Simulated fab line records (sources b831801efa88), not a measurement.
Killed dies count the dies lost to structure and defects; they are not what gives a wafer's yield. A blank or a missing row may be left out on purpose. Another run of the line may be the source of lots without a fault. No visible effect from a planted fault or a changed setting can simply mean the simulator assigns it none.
Problem report, 8D (eight disciplines) form, completed by code / flow gf180mcu / the parts of the form that need people (team, actions taken, sign-off) are left out

## 1. THE ISSUE
Wafers free of any fault read 1586 (standard deviation 9.5) for NWELL_TW at GF_NWELL_TW_MEAS_11, against a mean of 1738 on 6 wafers of 2 lots. That puts it +16 standard deviations away from the usual mean.
Seen first at day 6 20:44 on film_metro-03, wafer L898.1. At this step, 36 wafers from 12 lots have a number in the record. The rule behind "out" and "out of limits": a value lying over 4 standard deviations away from the usual mean. Any other wafer with a number is counted as sound.

## 2. WHAT IT IS, AND WHAT IT ISN'T
question=which readings at this step | is=NWELL_TW | is not=-
question=which lots | is=L898, L902 | is not=L882, L883, L884, L887, L888, L889, L890, L891, L893, L905
question=which wafers of those lots | is=all that have a number | is not=-
question=read on which gauges | is=film_metro-02, film_metro-03 | is not=film_metro-04
question=when | is=from day 6 20:44 | is not=up to then (27 sound wafers); but 3 sound wafers of L905 came after

## 3. THE SUSPECTS, EACH WITH WHAT RULES IT OUT
Counting: a tool at any process step up to the reading remains a suspect when it ran all the lots that are out and ran no sound lot after the first of those.
- the gauge at GF_NWELL_TW_MEAS_11 is ruled out. 2 gauges (film_metro-02, film_metro-03) read the wafers that are out.
- implanter-02 at GF_NWELL_IMPLANT_08: kept. It processed each lot that is out, first L898 at day 6 20:20, and no sound lot thereafter; up to then, the last sound lot it processed was L890 at day 5 03:56. On those wafers its own readings are out: tilt_deg.
Remaining after the count: implanter-02 at GF_NWELL_IMPLANT_08.

## 4. THE CAUSE (what the simulator had put in)
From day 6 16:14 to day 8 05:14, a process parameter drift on implanter-02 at GF_NWELL_IMPLANT_08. Setting tilt_deg, moved by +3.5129, from 0. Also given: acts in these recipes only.
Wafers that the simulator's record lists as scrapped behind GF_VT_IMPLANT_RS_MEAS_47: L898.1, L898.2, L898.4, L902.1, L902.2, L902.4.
This tool alone remained once counting was done.

## 5. THE CHAIN OF EFFECTS, in route order
Each row: a reading where the mean over the struck wafers with a number is more than 3 standard deviations away from the usual. Scope: only readings with a usual standard deviation given in the record; hours: median across lots of the time from each lot's start at the first step in this table that gives one to its start at this step; sigmas: change in usual standard deviations.
hours=0; step=GF_NWELL_IMPLANT_08; reading=tilt_deg; usual=0.005 degrees; on struck wafers=3.502; change=+3.497; sigmas=+99 or more
hours=0; step=GF_NWELL_TW_MEAS_11; reading=NWELL_TW; usual=1586; on struck wafers=1738; change=+152; sigmas=+16
hours=126; step=GF_VT_IMPLANT_RS_MEAS_47; reading=NWELL_RS; usual=488.2 ohm/sq; on struck wafers=637.9; change=+149.7; sigmas=+99 or more
Its process steps:
- GF_NWELL_IMPLANT_08

## 6. WHAT WOULD HAVE CAUGHT IT SOONER
In this record the first reading out of limits at a measuring or inspecting step was taken at day 6 20:44, 4 hours after the fault began at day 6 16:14.
The tool's own readings at GF_NWELL_IMPLANT_08 were out on every struck wafer that the step has a row for (tilt_deg): an alarm limit on them would have fired on the first of those.
Among the 2 lots that are out, L902 began GF_NWELL_IMPLANT_08 on implanter-02 after day 6 20:44. A hold on the tool at that time would have spared it.
